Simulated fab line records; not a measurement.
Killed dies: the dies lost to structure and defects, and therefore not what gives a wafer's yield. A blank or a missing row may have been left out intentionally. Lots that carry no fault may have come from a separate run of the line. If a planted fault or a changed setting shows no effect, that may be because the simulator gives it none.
Comparing a struck lot with a sound one ; flow sky130 ; 15 steps out of a route of 708
Sound: wafers L948.2, L948.5, L948.6. Struck: wafers L943.2, L943.3, L943.4. The cause is given at the end.
Order at every step that has rows: each side's tool, ch and its chambers, its first start. Under that, the readings that differ: sound wafers ; struck wafers ; difference of the means ; sigmas: that difference in standard deviations of wafers without a fault.
alike: readings with means less than 2 such deviations apart, plus words and numbers identical on both sides. not compared: withheld readings, readings lacking a value on some wafer, bounds such as >300 that could conceal the same value, and numbers that have no deviation in the record and whose values overlap.
The two part at a step that has a row with sigmas, a row that says differs or no value, or rows on one side only. Numbers that don't overlap but have no deviation are shown without sigmas and don't part them. A reading that every wafer of one side lacks parts them only if that side has two wafers or more.

SKY_VIA2_OVL_MEAS_13:
  sound on overlay-01 at day 39 23:37; struck on overlay-01 at day 39 01:13
  alike: VIA2_OVL
SKY_VIA2_ETCH_14: etches BARC in N2/H2, stops on SiO2, time 45.9 s, target depth 60 nm.
  sound on rieDiel-01 ch 1,2,3, day 39 23:39; struck on rieDiel-03 ch 1,2,3, day 39 01:15
  alike: drypumpMotorCurrentA, oesProductAu, throttleValvePct
  not compared: rfHoursCounterH
SKY_VIA2_ETCH_15: etches SiO2 in C4F8/O2/Ar, stops on TiN, target depth 546 nm, time 84 s.
  sound on rieDiel-01 ch 1,2,3, day 39 23:42; struck on rieDiel-03 ch 1,2,3, day 39 01:18
  alike: oesProductAu
  not compared: rfHoursCounterH
SKY_VIA2_STRIP_16: strips in O2/N2.
  sound on plasmaAsher-03 ch 0,1, day 39 23:46; struck on plasmaAsher-02 ch 0,1, day 39 01:22
reading;sound;struck;difference;sigmas
drypumpMotorCurrentA (A);5.2 5.2 5.3;6.4 6.4 5.6;+0.9;+2
  alike: oesProductAu, stripTimeToEndpointS
  not compared: rfHoursCounterH
then, 4 steps without rows for these wafers: SKY_VIA2_STRIP_17 (strips in post etch residue remover, time 1200 s); SKY_VIA2_CLEAN_18 (cleans in IPA, time 180 s); SKY_VIA2_CLEAN_19 (cleans in O3/DIW); SKY_VIA2_SPUTTER_20 (material TiN, target thk 20 nm, time 80 s).
SKY_VIA2_CVD_21: deposits W, target thk 420 nm, time 126.4 s.
  sound on cvdW-01 ch 0,1, day 40 00:25; struck on cvdW-01 ch 0, day 39 02:04
  alike: heaterPowerW
SKY_VIA2_RS_MEAS_22: measures by four-point-probe.
  sound on filmMetro-01 at day 40 00:34; struck on filmMetro-01 at day 39 02:17
  alike: VIA2_W_RS
SKY_VIA2_THK_MEAS_23: measures by xrf.
  sound on filmMetro-01 at day 40 00:41; struck on filmMetro-01 at day 39 02:24
  alike: VIA2_W_THK
then, 1 step without rows for these wafers: SKY_VIA2_CMP_24 (polishes, stops on SiO2, t overpolish 20 s, target thk 0 nm).
SKY_METAL3_SPUTTER_00: material Ti, target thk 15 nm, time 10 s.
  sound on pvdSputter-03 at day 40 01:02; struck on pvdSputter-04 at day 39 02:47
reading;sound;struck;difference;sigmas
model.Ti_of_METAL3_SPUTTER_00.thkNm (nm);15.15 15.26 15.33;12.85 12.76 12.88;-2.42;
  alike: cathodeDcPowerW, throttleValvePct
SKY_METAL3_SPUTTER_01: material TiN, target thk 20 nm, time 16.7 s.
  sound on pvdSputter-03 at day 40 01:03; struck on pvdSputter-04 at day 39 02:48
  alike: cathodeDcPowerW, throttleValvePct
-- the record jumps here: 9 days lie between the struck wafers' starts before and after (it left off in module METAL3 and takes up again in module PAD_OPEN, whose first step shown is number 708 of the route) --
SKY_PAD_OPEN_PROBE_99:
  the record has rows for the struck wafers here (prober-02, day 47 23:10) and none for the sound ones

WHERE THEY PART
Last at SKY_PAD_OPEN_PROBE_99 as far as this record goes, first at SKY_VIA2_STRIP_16.

WHY: what the simulator had put in
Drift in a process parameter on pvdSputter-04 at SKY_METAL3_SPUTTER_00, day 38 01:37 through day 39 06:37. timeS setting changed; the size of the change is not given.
